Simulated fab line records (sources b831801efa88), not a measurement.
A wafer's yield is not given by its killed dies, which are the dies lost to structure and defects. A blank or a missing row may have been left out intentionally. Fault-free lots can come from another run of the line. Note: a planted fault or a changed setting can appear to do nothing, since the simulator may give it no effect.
Chamber matching | flow sky130 | SKY_VIA3_ETCH_15 on rie_diel-01: 4 sister chambers
The step etches SiO2 in C4F8/O2/Ar, stops on TiN, target depth 507 nm, time 78 s. 4 wafers are shown with their chamber, then 9 later ones without.

WAFERS WITH THEIR CHAMBER
wafer  | chamber | oes_product_au (a.u.)
L083.5 | 0       | 0.960
L087.3 | 3       | 0.946
L087.5 | 2       | 0.949
L087.6 | 1       | 0.945

WAFERS WITH NO CHAMBER GIVEN
wafer  | oes_product_au (a.u.)
L089.1 | 0.949
L089.2 | 0.942
L089.4 | 0.947
L094.3 | 0.937
L094.4 | 0.944
L094.5 | 0.950
L096.2 | 0.944
L096.5 | 0.949
L096.6 | 0.949

WHICH CHAMBER EACH WENT THROUGH
wafer  | from the rows above          | in truth
L089.1 | can't be placed: 2 or 3 or 1 | 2
L089.2 | can't be placed: 1 or 3 or 2 | 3
L089.4 | can't be placed: 3 or 1 or 2 | 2
L094.3 | can't be placed: 1 or 3 or 2 | 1
L094.4 | can't be placed: 1 or 3 or 2 | 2
L094.5 | can't be placed: 2 or 3 or 1 | 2
L096.2 | can't be placed: 1 or 3 or 2 | 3
L096.5 | can't be placed: 2 or 3 or 1 | 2
L096.6 | can't be placed: 2 or 3 or 1 | 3
Placed correctly: 0 of 9. Cannot be placed on the basis of these rows: 9; the candidates contain the true chamber in 9. Number placed wrongly: 0.
How it was worked out, from the rows above alone: a wafer's distance from a chamber is the root of the sum, over the readings, of the square of ((its reading less the chamber's mean) divided by the reading's scatter). If the next closest chamber is less than 2 further off than the closest, the wafer can't be placed; otherwise it belongs to the closest. A chamber's mean is the mean of its shown wafers. The scatter: root of mean squared gap, hidden wafer to nearest shown wafer, with one shown wafer a chamber.
